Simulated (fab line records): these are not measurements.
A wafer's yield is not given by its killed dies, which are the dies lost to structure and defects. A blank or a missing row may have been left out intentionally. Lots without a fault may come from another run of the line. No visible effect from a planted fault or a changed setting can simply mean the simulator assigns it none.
Which tool is to blame?	flow gf180mcu	31 wafers from 11 lots sampled at 4 of the route's 602 steps

== WHAT EACH GAUGE READ, for each wafer ==
GF_M1_RS_MEAS_05: measures by four-point-probe.
lot	measured	on	M1_ALCU_RS (ohm/sq)
L156	day 15 21:01	filmMetro-01	0.0708 0.0709 0.0707
L157	day 16 12:19	filmMetro-03	0.0704 0.0702 0.0692
L158	day 16 13:18	filmMetro-01	0.0705 0.0708 0.0701
L161	day 17 12:45	filmMetro-03	0.0700 0.0700 0.0701
L165	day 19 11:22	filmMetro-03	0.0701 0.0689 0.0705
L166	day 19 11:49	filmMetro-01	0.0701 0.0712 0.0703
L167	day 19 19:01	filmMetro-01	0.0699 0.0678 0.0683
L168	day 20 03:32	filmMetro-04	0.0702 0.0707 0.0703
L176	day 23 00:41	filmMetro-01	0.1116 0.1097
L177	day 23 12:19	filmMetro-03	0.1107 0.0686
L178	day 23 13:17	filmMetro-04	0.0697 0.0701 0.0696

== TOOL THAT RAN EACH LOT (tool first, then ch and the chambers of the sampled wafers, then the start) ==
lot	GF_CONTACT_STRIP_18	GF_CONTACT_CVD_24	GF_M1_SPUTTER_02
L156	plasmaAsher-01 ch 0,1, day 15 19:47	cvdW-02 ch 0,1, day 15 20:12	pvdSputter-04, day 15 20:56
L157	plasmaAsher-04 ch 0,1, day 16 11:06	cvdW-02 ch 0,1, day 16 11:30	pvdSputter-02, day 16 12:13
L158	plasmaAsher-02 ch 0,1, day 16 12:05	cvdW-01 ch 0,1, day 16 12:29	pvdSputter-04, day 16 13:13
L161	plasmaAsher-04 ch 0,1, day 17 11:33	cvdW-02 ch 0,1, day 17 11:57	pvdSputter-04, day 17 12:40
L165	plasmaAsher-01 ch 0,1, day 19 10:09	cvdW-01 ch 0,1, day 19 10:33	pvdSputter-03, day 19 11:14
L166	plasmaAsher-02 ch 1, day 19 10:36	cvdW-02 ch 0,1, day 19 11:00	pvdSputter-02, day 19 11:43
L167	plasmaAsher-04 ch 0,1, day 19 17:46	cvdW-01 ch 0,1, day 19 18:10	pvdSputter-03, day 19 18:53
L168	plasmaAsher-02 ch 0,1, day 20 02:02	cvdW-01 ch 0,1, day 20 02:32	pvdSputter-04, day 20 03:26
L176	plasmaAsher-01 ch 0,1, day 22 23:28	cvdW-02 ch 0,1, day 22 23:53	pvdSputter-02, day 23 00:33
L177	plasmaAsher-01 ch 0, day 23 11:06	cvdW-01 ch 1, day 23 11:31	pvdSputter-02, day 23 12:11
L178	plasmaAsher-01 ch 0, day 23 12:05	cvdW-02 ch 0,1, day 23 12:29	pvdSputter-04, day 23 13:12
- GF_CONTACT_STRIP_18: strips in O2/N2.
- GF_CONTACT_CVD_24: deposits W, target thk 300 nm, time 90.339 s.
- GF_M1_SPUTTER_02: material AlCu, target thk 450 nm, time 23.9 s.

== THE ANSWER, worked out from the rows above alone ==
Rule: what is usual is taken from the lots themselves. Put in order of their means at a reading, lots are off if they are a third of the lots or fewer, leave a main group of 4 or more, and stand apart from it by a gap of 3 or more times the standard deviation of the main group's means; of several such gaps the widest counts. A main group whose means are all the same, to the digits that the tables above print for the reading, isn't used. Also off: a lot with no number at a reading for which 4 or more lots have one. The other lots that the step has rows for count as sound.
Off: L176, L177, at GF_M1_RS_MEAS_05 (M1_ALCU_RS). The main group: mean 0.0701 ohm/sq, standard deviation 0.00059.
A tool fits if, at a process step before that reading, it ran every lot that is off, and no sound lot after the first of them. The gauges at GF_M1_RS_MEAS_05 are tried like those tools. One candidate fits, namely pvdSputter-02 at GF_M1_SPUTTER_02. A fault onset in the window from L166 (day 19 11:43, its last sound lot) to L176 (day 23 00:33, its first lot off) fits.

== WHAT THE SIMULATOR HAD INSERTED ==
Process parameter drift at GF_M1_SPUTTER_02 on pvdSputter-02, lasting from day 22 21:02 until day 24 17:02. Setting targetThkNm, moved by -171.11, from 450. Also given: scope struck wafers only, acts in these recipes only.
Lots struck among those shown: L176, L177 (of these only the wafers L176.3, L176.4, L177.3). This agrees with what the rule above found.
